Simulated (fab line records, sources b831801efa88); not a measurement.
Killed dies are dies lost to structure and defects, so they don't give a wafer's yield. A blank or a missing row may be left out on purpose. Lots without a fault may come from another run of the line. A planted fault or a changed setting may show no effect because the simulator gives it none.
Which tool did it? | flow sky130 | 15 lots, 45 wafers sampled, at 5 steps of a route of 708

WHAT THE GAUGES READ, wafer by wafer
SKY_LOCAL_INTERCONNECT_OVL_MEAS_12.
lot  | measured     | on         | LOCAL_INTERCONNECT_OVL (nm)
L722 | day 30 01:24 | overlay-01 | 3 2 1
L724 | day 31 21:25 | overlay-02 | 3 -1 1
L725 | day 32 11:33 | overlay-01 | -4 -9 3
L729 | day 33 01:26 | overlay-02 | 3 -5 -2
L730 | day 33 08:05 | overlay-02 | -3 6 -4
L732 | day 33 12:26 | overlay-01 | -1 -10 -11
L735 | day 34 13:36 | overlay-01 | -11 -3 -2
L738 | day 34 21:35 | overlay-01 | 2 -1 2
L739 | day 34 22:35 | overlay-01 | 2 9 3
L740 | day 35 17:03 | overlay-01 | 3 2 1
L741 | day 36 10:06 | overlay-02 | 2 5 4
L742 | day 36 22:54 | overlay-01 | 6 -8 -2
L744 | day 36 23:05 | overlay-02 | 4 11 -5
L743 | day 36 23:40 | overlay-02 | 1 -12 -3
L745 | day 37 01:43 | overlay-01 | -2 2 0

SKY_VIA2_OVL_MEAS_13.
lot  | measured     | on         | VIA2_OVL (nm)
L722 | day 35 21:44 | overlay-02 | -1 -2 -10
L724 | day 37 11:47 | overlay-01 | 1 10 1
L725 | day 38 05:27 | overlay-02 | 0 6 -2
L729 | day 38 19:02 | overlay-02 | 1 -15 -10
L730 | day 38 22:44 | overlay-02 | -16 8 -7
L732 | day 39 06:23 | overlay-02 | -6 -6 6
L735 | day 40 03:50 | overlay-02 | 6 7 -5
L738 | day 40 12:03 | overlay-02 | 8 0 -2
L739 | day 40 12:44 | overlay-01 | 4 2 1
L740 | day 41 05:53 | overlay-02 | 2 7 -1
L741 | day 41 20:23 | overlay-02 | -2 -2 1
L742 | day 42 09:14 | overlay-01 | 1 5 8
L744 | day 42 13:12 | overlay-01 | 2 3 -4
L743 | day 42 11:33 | overlay-01 | -9 -5 -2
L745 | day 42 14:05 | overlay-02 | -4 -8 -9

SKY_METAL3_CD_MEAS_13: target cd 300 nm.
lot  | measured     | on        | cd_nm (nm)
L722 | day 38 03:49 | cd_sem-02 | 298.0 297.8 297.8
L724 | day 39 14:07 | cd_sem-01 | 299.1 298.4 299.4
L725 | day 40 08:25 | cd_sem-02 | 267.2 299.5 299.7
L729 | day 40 21:08 | cd_sem-02 | 297.7 266.2 300.3
L730 | day 40 23:19 | cd_sem-02 | 301.3 298.9 300.9
L732 | day 41 08:13 | cd_sem-01 | 269.2 299.6 301.1
L735 | day 42 05:35 | cd_sem-01 | 302.1 300.4 302.4
L738 | day 42 15:23 | cd_sem-02 | 302.6 301.2 301.3
L739 | day 42 15:52 | cd_sem-01 | 300.8 300.3 298.7
L740 | day 43 05:47 | cd_sem-02 | 298.4 298.5 300.4
L741 | day 43 19:37 | cd_sem-02 | 297.7 297.2 297.9
L742 | day 44 08:47 | cd_sem-02 | 299.7 298.3 299.7
L744 | day 44 11:26 | cd_sem-01 | 300.1 300.3 298.6
L743 | day 44 10:47 | cd_sem-01 | 301.2 301.1 301.7
L745 | day 44 13:34 | cd_sem-01 | 299.8 298.0 298.9

WHICH TOOL RAN EACH LOT (tool, then ch and the chambers of the sampled wafers, then the start)
lot  | SKY_METAL1_SPUTTER_03        | SKY_METAL3_EXPOSE_10
L722 | pvd_sputter-01, day 31 07:47 | krf_scanner-02 ch 0, day 37 14:17
L724 | pvd_sputter-02, day 33 01:37 | krf_scanner-01 ch 0, day 39 04:39
L725 | pvd_sputter-04, day 33 16:24 | krf_scanner-01 ch 0, day 39 20:34
L729 | pvd_sputter-02, day 34 05:57 | krf_scanner-01 ch 0, day 40 09:40
L730 | pvd_sputter-02, day 34 11:50 | krf_scanner-02 ch 0, day 40 11:42
L732 | pvd_sputter-01, day 34 18:14 | krf_scanner-01 ch 0, day 40 19:11
L735 | pvd_sputter-01, day 35 19:16 | krf_scanner-02 ch 0, day 41 16:26
L738 | pvd_sputter-01, day 36 02:32 | krf_scanner-02 ch 0, day 42 04:35
L739 | pvd_sputter-01, day 36 03:22 | krf_scanner-02 ch 0, day 42 05:42
L740 | pvd_sputter-04, day 36 22:30 | krf_scanner-02 ch 0, day 42 17:52
L741 | pvd_sputter-02, day 37 15:12 | krf_scanner-02 ch 0, day 43 09:52
L742 | pvd_sputter-04, day 38 03:52 | krf_scanner-02 ch 0, day 43 21:05
L744 | pvd_sputter-04, day 38 05:36 | krf_scanner-01 ch 0, day 44 00:41
L743 | pvd_sputter-02, day 38 05:18 | krf_scanner-01 ch 0, day 43 23:31
L745 | pvd_sputter-04, day 38 07:25 | krf_scanner-01 ch 0, day 44 03:10
- SKY_METAL1_SPUTTER_03: material Ti, target thk 5 nm, time 3.3 s.
- SKY_METAL3_EXPOSE_10: exposes mask MM3, target cd 300 nm.

WHAT THE TOOLS THEMSELVES READ (means of the sampled wafers that have a number; where no wafer has one, the mark that the record gives instead)
SKY_METAL1_SPUTTER_03.
lot  | tool           | throttle_valve_pct (%)
L722 | pvd_sputter-01 | 30.5
L724 | pvd_sputter-02 | 29.9
L725 | pvd_sputter-04 | 29.9
L729 | pvd_sputter-02 | 29.2
L730 | pvd_sputter-02 | 30.5
L732 | pvd_sputter-01 | 30.2
L735 | pvd_sputter-01 | 30.0
L738 | pvd_sputter-01 | 30.4
L739 | pvd_sputter-01 | 30.0
L740 | pvd_sputter-04 | 29.6
L741 | pvd_sputter-02 | 29.3
L742 | pvd_sputter-04 | 30.0
L744 | pvd_sputter-04 | 29.8
L743 | pvd_sputter-02 | 29.7
L745 | pvd_sputter-04 | 29.6

SKY_METAL3_EXPOSE_10.
lot  | tool           | focus_offset_nm (nm)
L722 | krf_scanner-02 | 0.7
L724 | krf_scanner-01 | -0.1
L725 | krf_scanner-01 | 0.1
L729 | krf_scanner-01 | -0.4
L730 | krf_scanner-02 | -0.1
L732 | krf_scanner-01 | 0.7
L735 | krf_scanner-02 | -1.1
L738 | krf_scanner-02 | -0.1
L739 | krf_scanner-02 | -0.3
L740 | krf_scanner-02 | -0.1
L741 | krf_scanner-02 | -0.5
L742 | krf_scanner-02 | -0.2
L744 | krf_scanner-01 | -0.5
L743 | krf_scanner-01 | -0.1
L745 | krf_scanner-01 | 0.5

THE ANSWER, worked out from the rows above alone
Rule: what is usual is taken from the lots themselves. Put in order of their means at a reading, lots are off if they are a third of the lots or fewer, leave a main group of 4 or more, and stand apart from it by a gap of 3 or more times the standard deviation of the main group's means; of several such gaps the widest counts. A main group whose means are all the same, to the digits that the tables above print for the reading, isn't used. A lot without any number at a reading at which 4 lots or more have one is off too. The other lots that the step has rows for count as sound. The gauges are gone through in route order, then the tools' own readings, and for those a lot's mean is taken as printed above. The first step at which some lot is off is used, and at that step the reading that is off furthest; a lot without a number counts as furthest.
Off: L725, L729, L732, at SKY_METAL3_CD_MEAS_13 (cd_nm). The main group: mean 299.7 nm, standard deviation 1.3.
A tool fits if, at a process step before that reading, it ran every lot that is off, and no sound lot after the first of them. The gauges at SKY_METAL3_CD_MEAS_13 are tried like those tools. None of those tried fits.

WHAT THE SIMULATOR HAD PUT IN
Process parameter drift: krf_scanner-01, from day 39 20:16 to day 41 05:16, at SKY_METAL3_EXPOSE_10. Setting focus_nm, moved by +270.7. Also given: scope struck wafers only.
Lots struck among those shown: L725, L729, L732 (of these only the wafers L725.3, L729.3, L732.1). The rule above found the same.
